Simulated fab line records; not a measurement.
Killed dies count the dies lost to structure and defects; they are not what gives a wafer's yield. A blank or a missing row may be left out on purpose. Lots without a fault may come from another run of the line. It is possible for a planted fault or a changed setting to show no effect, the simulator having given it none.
Which tool is to blame? / flow gf180mcu / 12 lots, 34 wafers sampled, at 5 steps of a route of 602

## WHAT THE GAUGES READ, wafer by wafer
The record holds no reading of a measuring or inspecting step that can be judged against a usual standard deviation.

## EACH LOT AND THE TOOL THAT RAN IT (in order: tool; ch and the chambers of the sampled wafers; start)
lot=L846; GF_M1_SPUTTER_02=pvd-sputter-01, day 16 05:10; GF_V1_CMP_04=cmp-02 ch 0,1,2, day 17 06:07; GF_V1_ETCH_17=rie-diel-01 ch 1,2, day 18 06:01 or earlier; GF_V1_STRIP_18=plasma-asher-04 ch 0,1, day 18 06:01; GF_M2_SPUTTER_03=pvd-sputter-04, day 18 07:24
lot=L847; GF_M1_SPUTTER_02=pvd-sputter-03, day 16 18:31; GF_V1_CMP_04=cmp-01 ch 0,1, day 17 18:47; GF_V1_ETCH_17=rie-diel-04 ch 0,1,3, day 18 19:01 or earlier; GF_V1_STRIP_18=plasma-asher-02 ch 0,1, day 18 19:01; GF_M2_SPUTTER_03=pvd-sputter-04, day 18 20:25
lot=L848; GF_M1_SPUTTER_02=pvd-sputter-01, day 16 23:16; GF_V1_CMP_04=cmp-01 ch 0,1,2, day 17 23:45; GF_V1_ETCH_17=rie-diel-02 ch 1,2,3, day 19 00:27 or earlier; GF_V1_STRIP_18=plasma-asher-04 ch 1, day 19 00:27; GF_M2_SPUTTER_03=pvd-sputter-01, day 19 01:50
lot=L849; GF_M1_SPUTTER_02=pvd-sputter-04, day 17 11:04; GF_V1_CMP_04=cmp-02 ch 0,2, day 18 11:39; GF_V1_ETCH_17=rie-diel-02 ch 2,3, day 19 12:01 or earlier; GF_V1_STRIP_18=plasma-asher-02 ch 0, day 19 12:01; GF_M2_SPUTTER_03=pvd-sputter-02, day 19 13:43
lot=L851; GF_M1_SPUTTER_02=pvd-sputter-03, day 18 01:58; GF_V1_CMP_04=cmp-02 ch 0,2,3, day 19 03:13; GF_V1_ETCH_17=rie-diel-02 ch 0,1,3, day 20 03:56 or earlier; GF_V1_STRIP_18=plasma-asher-04 ch 0,1, day 20 03:56; GF_M2_SPUTTER_03=pvd-sputter-01, day 20 05:20
lot=L855; GF_M1_SPUTTER_02=pvd-sputter-01, day 19 20:22; GF_V1_CMP_04=cmp-02 ch 0,1, day 20 23:32; GF_V1_ETCH_17=rie-diel-04 ch 0,1,2, day 21 23:43 or earlier; GF_V1_STRIP_18=plasma-asher-04 ch 1, day 21 23:43; GF_M2_SPUTTER_03=pvd-sputter-02, day 22 01:33
lot=L857; GF_M1_SPUTTER_02=pvd-sputter-03, day 20 12:04; GF_V1_CMP_04=cmp-02 ch 0,1,2, day 21 12:52; GF_V1_ETCH_17=rie-diel-04 ch 2,3, day 22 12:08 or earlier; GF_V1_STRIP_18=plasma-asher-02 ch 0,1, day 22 12:08; GF_M2_SPUTTER_03=pvd-sputter-01, day 22 13:29
lot=L858; GF_M1_SPUTTER_02=pvd-sputter-04, day 20 15:34; GF_V1_CMP_04=cmp-02 ch 0, day 21 16:34; GF_V1_ETCH_17=rie-diel-01 ch 2,3, day 22 16:30 or earlier; GF_V1_STRIP_18=plasma-asher-02 ch 0,1, day 22 16:30; GF_M2_SPUTTER_03=pvd-sputter-02, day 22 17:53
lot=L859; GF_M1_SPUTTER_02=pvd-sputter-04, day 21 01:11; GF_V1_CMP_04=cmp-02 ch 2,3, day 22 02:08; GF_V1_ETCH_17=rie-diel-02 ch 0,1, day 23 02:01 or earlier; GF_V1_STRIP_18=plasma-asher-04 ch 1, day 23 02:01; GF_M2_SPUTTER_03=pvd-sputter-01, day 23 03:28
lot=L866; GF_M1_SPUTTER_02=pvd-sputter-01, day 23 12:37; GF_V1_CMP_04=cmp-02 ch 0,3, day 24 11:49; GF_V1_ETCH_17=rie-diel-04 ch 1,2,3, day 25 09:57 or earlier; GF_V1_STRIP_18=plasma-asher-02 ch 0,1, day 25 09:57; GF_M2_SPUTTER_03=pvd-sputter-01, day 25 11:18
lot=L868; GF_M1_SPUTTER_02=pvd-sputter-04, day 24 01:59; GF_V1_CMP_04=cmp-02 ch 0,1,3, day 25 01:34; GF_V1_ETCH_17=rie-diel-01 ch 0,1,2, day 25 23:56 or earlier; GF_V1_STRIP_18=plasma-asher-02 ch 0,1, day 25 23:56; GF_M2_SPUTTER_03=pvd-sputter-02, day 26 01:20
lot=L867; GF_M1_SPUTTER_02=pvd-sputter-03, day 24 05:11; GF_V1_CMP_04=cmp-02 ch 1,2,3, day 25 03:51; GF_V1_ETCH_17=rie-diel-04 ch 0,2,3, day 26 01:59 or earlier; GF_V1_STRIP_18=plasma-asher-02 ch 1, day 26 01:59; GF_M2_SPUTTER_03=pvd-sputter-02, day 26 03:23
- GF_M1_SPUTTER_02: material AlCu, target thk 450 nm, time 23.9 s.
- GF_V1_CMP_04: polishes SiO2.
- GF_V1_ETCH_17: etches SiO2 in C4F8/O2/Ar, stops on TiN, target depth 630 nm.
- GF_V1_STRIP_18: strips in O2/N2.
- GF_M2_SPUTTER_03: material Ti, target thk 10 nm, time 6.7 s.

## AS READ BY THE TOOLS THEMSELVES (means over the sampled wafers that have a number; for cases with no such wafer, the mark the record gives instead)
GF_M1_SPUTTER_02.
lot=L846; tool=pvd-sputter-01; throttle-valve-pct (%)=30.2
lot=L847; tool=pvd-sputter-03; throttle-valve-pct (%)=29.6
lot=L848; tool=pvd-sputter-01; throttle-valve-pct (%)=29.4
lot=L849; tool=pvd-sputter-04; throttle-valve-pct (%)=30.8
lot=L851; tool=pvd-sputter-03; throttle-valve-pct (%)=29.6
lot=L855; tool=pvd-sputter-01; throttle-valve-pct (%)=29.1
lot=L857; tool=pvd-sputter-03; throttle-valve-pct (%)=30.0
lot=L858; tool=pvd-sputter-04; throttle-valve-pct (%)=30.4
lot=L859; tool=pvd-sputter-04; throttle-valve-pct (%)=29.3
lot=L866; tool=pvd-sputter-01; throttle-valve-pct (%)=29.7
lot=L868; tool=pvd-sputter-04; throttle-valve-pct (%)=29.6
lot=L867; tool=pvd-sputter-03; throttle-valve-pct (%)=29.4

GF_V1_CMP_04.
lot=L846; tool=cmp-02; edge-zone-pressure-frac=1.001; motor-current-A (A)=10.9; time-to-endpoint-s (s)=89
lot=L847; tool=cmp-01; edge-zone-pressure-frac=0.997; motor-current-A (A)=12.3; time-to-endpoint-s (s)=72
lot=L848; tool=cmp-01; edge-zone-pressure-frac=0.997; motor-current-A (A)=11.7; time-to-endpoint-s (s)=73
lot=L849; tool=cmp-02; edge-zone-pressure-frac=1.001; motor-current-A (A)=11.0; time-to-endpoint-s (s)=75
lot=L851; tool=cmp-02; edge-zone-pressure-frac=0.997; motor-current-A (A)=11.8; time-to-endpoint-s (s)=82
lot=L855; tool=cmp-02; edge-zone-pressure-frac=0.995; motor-current-A (A)=11.8; time-to-endpoint-s (s)=85
lot=L857; tool=cmp-02; edge-zone-pressure-frac=1.004; motor-current-A (A)=11.0; time-to-endpoint-s (s)=89
lot=L858; tool=cmp-02; edge-zone-pressure-frac=1.000; motor-current-A (A)=12.1; time-to-endpoint-s (s)=100
lot=L859; tool=cmp-02; edge-zone-pressure-frac=1.001; motor-current-A (A)=12.2; time-to-endpoint-s (s)=93
lot=L866; tool=cmp-02; edge-zone-pressure-frac=0.998; motor-current-A (A)=12.4; time-to-endpoint-s (s)=80
lot=L868; tool=cmp-02; edge-zone-pressure-frac=0.998; motor-current-A (A)=11.8; time-to-endpoint-s (s)=83
lot=L867; tool=cmp-02; edge-zone-pressure-frac=1.000; motor-current-A (A)=11.9; time-to-endpoint-s (s)=81

GF_V1_ETCH_17.
lot=L846; tool=rie-diel-01; oes-product-au (a.u.)=0.854; rf-fwd-power-W (W)=1492
lot=L847; tool=rie-diel-04; oes-product-au (a.u.)=0.856; rf-fwd-power-W (W)=1492
lot=L848; tool=rie-diel-02; oes-product-au (a.u.)=0.855; rf-fwd-power-W (W)=1493
lot=L849; tool=rie-diel-02; oes-product-au (a.u.)=0.855; rf-fwd-power-W (W)=1493
lot=L851; tool=rie-diel-02; oes-product-au (a.u.)=0.855; rf-fwd-power-W (W)=1492
lot=L855; tool=rie-diel-04; oes-product-au (a.u.)=0.855; rf-fwd-power-W (W)=1498
lot=L857; tool=rie-diel-04; oes-product-au (a.u.)=0.844; rf-fwd-power-W (W)=1489
lot=L858; tool=rie-diel-01; oes-product-au (a.u.)=0.845; rf-fwd-power-W (W)=1492
lot=L859; tool=rie-diel-02; oes-product-au (a.u.)=0.839; rf-fwd-power-W (W)=1493
lot=L866; tool=rie-diel-04; oes-product-au (a.u.)=0.858; rf-fwd-power-W (W)=1487
lot=L868; tool=rie-diel-01; oes-product-au (a.u.)=0.857; rf-fwd-power-W (W)=1487
lot=L867; tool=rie-diel-04; oes-product-au (a.u.)=0.858; rf-fwd-power-W (W)=1493

GF_V1_STRIP_18.
lot=L846; tool=plasma-asher-04; drypump-motor-current-A (A)=5.64; heater-power-w (W)=364; n2-flow-sccm (sccm)=301.2; oes-product-au (a.u.)=0.598
lot=L847; tool=plasma-asher-02; drypump-motor-current-A (A)=5.89; heater-power-w (W)=339; n2-flow-sccm (sccm)=298.8; oes-product-au (a.u.)=0.594
lot=L848; tool=plasma-asher-04; drypump-motor-current-A (A)=5.46; heater-power-w (W)=360; n2-flow-sccm (sccm)=299.9; oes-product-au (a.u.)=0.593
lot=L849; tool=plasma-asher-02; drypump-motor-current-A (A)=5.80; heater-power-w (W)=332; n2-flow-sccm (sccm)=300.1; oes-product-au (a.u.)=0.590
lot=L851; tool=plasma-asher-04; drypump-motor-current-A (A)=5.61; heater-power-w (W)=362; n2-flow-sccm (sccm)=300.5; oes-product-au (a.u.)=0.595
lot=L855; tool=plasma-asher-04; drypump-motor-current-A (A)=5.48; heater-power-w (W)=362; n2-flow-sccm (sccm)=300.2; oes-product-au (a.u.)=0.588
lot=L857; tool=plasma-asher-02; drypump-motor-current-A (A)=5.90; heater-power-w (W)=343; n2-flow-sccm (sccm)=300.2; oes-product-au (a.u.)=0.591
lot=L858; tool=plasma-asher-02; drypump-motor-current-A (A)=5.96; heater-power-w (W)=344; n2-flow-sccm (sccm)=299.2; oes-product-au (a.u.)=0.583
lot=L859; tool=plasma-asher-04; drypump-motor-current-A (A)=5.50; heater-power-w (W)=372; n2-flow-sccm (sccm)=299.9; oes-product-au (a.u.)=0.597
lot=L866; tool=plasma-asher-02; drypump-motor-current-A (A)=6.03; heater-power-w (W)=346; n2-flow-sccm (sccm)=299.8; oes-product-au (a.u.)=0.600
lot=L868; tool=plasma-asher-02; drypump-motor-current-A (A)=6.02; heater-power-w (W)=351; n2-flow-sccm (sccm)=300.2; oes-product-au (a.u.)=0.596
lot=L867; tool=plasma-asher-02; drypump-motor-current-A (A)=6.12; heater-power-w (W)=355; n2-flow-sccm (sccm)=299.6; oes-product-au (a.u.)=0.594

GF_M2_SPUTTER_03.
lot=L846; tool=pvd-sputter-04; throttle-valve-pct (%)=30.0
lot=L847; tool=pvd-sputter-04; throttle-valve-pct (%)=30.8
lot=L848; tool=pvd-sputter-01; throttle-valve-pct (%)=29.6
lot=L849; tool=pvd-sputter-02; throttle-valve-pct (%)=30.8
lot=L851; tool=pvd-sputter-01; throttle-valve-pct (%)=30.2
lot=L855; tool=pvd-sputter-02; throttle-valve-pct (%)=30.8
lot=L857; tool=pvd-sputter-01; throttle-valve-pct (%)=29.6
lot=L858; tool=pvd-sputter-02; throttle-valve-pct (%)=31.7
lot=L859; tool=pvd-sputter-01; throttle-valve-pct (%)=30.4
lot=L866; tool=pvd-sputter-01; throttle-valve-pct (%)=30.4
lot=L868; tool=pvd-sputter-02; throttle-valve-pct (%)=31.1
lot=L867; tool=pvd-sputter-02; throttle-valve-pct (%)=31.6

## THE ANSWER, worked out from the rows above alone
Rule: usual is defined by the lots themselves. The widest of any qualifying gaps counts: lots, ordered by their means at a reading, are off when they make up no more than a third of the lots, leave a main group of 4 or more, and stand apart from it by 3 or more times the standard deviation of that group's means. A main group is skipped when, at the precision printed for the reading in the tables above, its means are all equal. A lot without any number at a reading at which 4 lots or more have one is off too. Where the step has rows for the other lots, those lots are counted as sound. After the gauges, taken in route order, come the tools' own readings; for these a lot's mean is taken, as printed above. The first step at which some lot is off is used, and at that step the reading that is off furthest; a lot without a number counts as furthest.
Off: L857, L858, L859 (GF_V1_ETCH_17, oes-product-au). For the main group the mean is 0.856 a.u. and the standard deviation 0.0014.
A tool fits if, at that step or a process step before it, it ran every lot that is off, and no sound lot after the first of them. Because GF_V1_ETCH_17 lacks a start for some lots, the hours and order of its lots are taken from GF_V1_STRIP_18. None of those tried fits.

## WHAT THE SIMULATOR HAD PUT IN
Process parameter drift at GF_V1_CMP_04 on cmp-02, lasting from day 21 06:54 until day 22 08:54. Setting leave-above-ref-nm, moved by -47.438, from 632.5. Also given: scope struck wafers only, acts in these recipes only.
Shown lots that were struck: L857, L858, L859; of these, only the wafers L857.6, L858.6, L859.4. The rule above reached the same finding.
